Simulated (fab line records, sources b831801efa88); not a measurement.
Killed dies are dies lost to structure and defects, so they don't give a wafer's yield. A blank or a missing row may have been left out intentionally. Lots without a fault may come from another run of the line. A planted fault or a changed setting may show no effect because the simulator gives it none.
Which tool was responsible? ; flow gf180mcu ; 30 wafers from 10 lots sampled at 5 of the route's 602 steps

WHAT THE GAUGES SHOWED, per wafer
GF_VT_IMPLANT_TW_MEAS_32. Usual: VT_IMPLANT_3_TW typically reads 267.7, with standard deviation 1.9.
lot;measured;on;VT_IMPLANT_3_TW;flag
L546;day 6 23:43;film-metro-04;269.3 268.2 268.2;
L547;day 7 04:15;film-metro-01;268.2 265.9 266.8;
L548;day 7 10:10;film-metro-03;266.5 266.6 267.4;
L549;day 7 13:50;film-metro-03;265.5 265.0 265.0;
L550;day 7 23:01;film-metro-03;266.9 266.4 266.9;
L551;day 8 06:26;film-metro-01;266.7 267.2 265.1;
L552;day 8 12:22;film-metro-04;270.2 270.3 269.9;
L553;day 8 17:46;film-metro-03;265.2 263.1 265.3;
L562;day 11 11:18;film-metro-03;515.6 516.5 519.5;OFF
L563;day 11 16:44;film-metro-03;516.3 516.5 517.3;OFF

GF_V4_BOW_MEAS_05. Usual: V4_BOW typically reads 134 um, with standard deviation 9.1.
lot;measured;on;V4_BOW (um);flag
L546;day 23 08:53;film-metro-04;140 140 140;
L547;day 23 18:36;film-metro-01;138 136 141;
L548;day 24 04:41;film-metro-02;127 142 125;
L549;day 24 05:53;film-metro-01;134 133 115;
L550;day 24 18:48;film-metro-02;145 146 133;
L551;day 25 06:50;film-metro-04;134 150 147;
L552;day 25 13:33;film-metro-04;135 124 140;
L553;day 25 19:11;film-metro-01;132 120 129;

WHICH TOOL RAN EACH LOT (tool, then ch and the chambers of the sampled wafers, then the start)
lot;GF_VT_IMPLANT_IMPLANT_30;GF_CONTACT_SPUTTER_22;GF_V3_CMP_04
L546;implanter-03 ch 0, day 6 23:29;pvd-sputter-03, day 16 02:51;cmp-01 ch 0,1,2, day 21 06:39
L547;implanter-03 ch 0, day 7 04:01;pvd-sputter-02, day 16 09:22;cmp-02 ch 2,3, day 21 17:26
L548;implanter-02 ch 0, day 7 09:58;pvd-sputter-03, day 16 20:09;cmp-02 ch 2,3, day 22 03:20
L549;implanter-02 ch 0, day 7 13:37;pvd-sputter-03, day 16 21:59;cmp-01 ch 0,2, day 22 05:41
L550;implanter-03 ch 0, day 7 22:46;pvd-sputter-02, day 17 10:06;cmp-02 ch 0,1,2, day 22 18:52
L551;implanter-03 ch 0, day 8 06:11;pvd-sputter-02, day 18 00:49;cmp-02 ch 1,2,3, day 23 07:34
L552;implanter-02 ch 0, day 8 12:08;pvd-sputter-04, day 18 08:38;cmp-01 ch 0,1, day 23 13:56
L553;implanter-02 ch 0, day 8 17:31;pvd-sputter-02, day 18 14:52;cmp-02 ch 0,3, day 23 20:23
L562;implanter-03 ch 0, day 11 11:04;-;-
L563;implanter-03 ch 0, day 11 16:29;-;-
- GF_VT_IMPLANT_IMPLANT_30
- GF_CONTACT_SPUTTER_22: material Ti, target thk 15 nm, time 80.02 s.
- GF_V3_CMP_04: polishes SiO2.

WHAT THE TOOLS THEMSELVES READ (means of the sampled wafers that have a number; where no wafer has one, the mark that the record gives instead)
GF_CONTACT_SPUTTER_22. Usual: substrate-temp-c 199.97 C, standard deviation 0.18; throttle-valve-pct 30.3 %, standard deviation 0.91.
lot;tool;substrate-temp-c (C);throttle-valve-pct (%);flag
L546;pvd-sputter-03;199.95;29.1;
L547;pvd-sputter-02;199.96;30.3;
L548;pvd-sputter-03;199.78;30.3;
L549;pvd-sputter-03;200.15;29.9;
L550;pvd-sputter-02;199.95;30.4;
L551;pvd-sputter-02;199.90;30.4;
L552;pvd-sputter-04;199.86;30.1;
L553;pvd-sputter-02;200.06;30.9;

GF_V3_CMP_04. Usual: motor-current-A 12.4 A, standard deviation 0.93; platen-rpm 60.00 rpm, standard deviation 0.038; time-to-endpoint-s 84 s, standard deviation 6.3.
lot;tool;motor-current-A (A);platen-rpm (rpm);time-to-endpoint-s (s);flag
L546;cmp-01;12.7;60.01;85;
L547;cmp-02;11.7;60.01;90;
L548;cmp-02;11.4;60.00;92;
L549;cmp-01;13.2;59.99;88;
L550;cmp-02;11.6;59.99;82;
L551;cmp-02;11.3;60.00;93;
L552;cmp-01;12.4;59.98;88;
L553;cmp-02;11.5;60.01;88;

THE ANSWER, worked out from the rows above alone
Rule: take the mean of a lot's wafers that have a number; if it is more than 3 standard deviations from the usual mean, the lot is off. Also off: a lot with no number at a reading for which 4 or more lots have one. Where the step has rows for the other lots, those lots are counted as sound. Order of review: gauges by route order, followed by the tools' own readings, for which a lot's mean as printed above is used. At the first step where some lot is off, the reading lying furthest off is the one used; lots without a number count as furthest.
Off: L562, L563, seen at GF_VT_IMPLANT_TW_MEAS_32 (VT_IMPLANT_3_TW).
If a tool, at a process step before that reading, ran all the lots that are off and no sound lot after the first of them, it fits. The gauges at GF_VT_IMPLANT_TW_MEAS_32 are tried like those tools. Can't be told from this: 2 tools fit, implanter-03 at GF_VT_IMPLANT_IMPLANT_30, film-metro-03 at GF_VT_IMPLANT_TW_MEAS_32.

WHAT THE SIMULATOR HAD INSERTED
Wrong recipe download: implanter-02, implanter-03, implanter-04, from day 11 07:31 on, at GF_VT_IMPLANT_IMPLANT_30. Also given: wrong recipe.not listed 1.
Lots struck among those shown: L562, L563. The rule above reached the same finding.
